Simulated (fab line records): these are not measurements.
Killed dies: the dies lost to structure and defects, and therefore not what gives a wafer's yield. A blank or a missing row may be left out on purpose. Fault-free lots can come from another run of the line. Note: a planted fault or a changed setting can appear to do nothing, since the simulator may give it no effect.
Matching of chambers    flow sky130    SKY_FIELD_ISO_ETCH_14 on rie_diel-02 has 4 sister chambers
The step etches BARC in N2/H2, stops on SiO2, time 45.9 s, target depth 60 nm. 4 wafers are shown with their chamber, then 9 later ones without.

EACH WAFER AND ITS CHAMBER
wafer   chamber  rf_fwd_power_W (W)
L085.3  0        497.8
L090.1  2        496.1
L090.2  3        493.0
L090.6  1        494.4

WAFERS MISSING THEIR CHAMBER
wafer   rf_fwd_power_W (W)
L093.1  494.8
L093.3  497.3
L093.6  496.8
L095.1  496.0
L095.3  492.5
L095.4  496.3
L096.4  496.5
L096.5  496.0
L096.6  495.6

EACH ONE'S CHAMBER
wafer    from the rows above       in truth
L093.1   1                         1
L093.3   can't be placed: 0 or 2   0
L093.6   can't be placed: 2 or 0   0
L095.1   2                         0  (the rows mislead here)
L095.3   3                         3
L095.4   2                         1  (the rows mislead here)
L096.4   2                         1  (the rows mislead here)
L096.5   2                         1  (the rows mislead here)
L096.6   can't be placed: 2 or 1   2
Correctly placed: 2 of 9. Cannot be placed on the basis of these rows: 3; the candidates contain the true chamber in 3. Number placed wrongly: 4.
How it was worked out, from the rows above alone: a wafer's distance from a chamber is the root of the sum, over the readings, of the square of ((its reading less the chamber's mean) divided by the reading's scatter). The wafer belongs to the nearest chamber; if the next one is less than 2 further off, it can't be placed. The mean given for a chamber averages the wafers shown for that chamber. The scatter: root of mean squared gap, hidden wafer to nearest shown wafer, with one shown wafer a chamber.
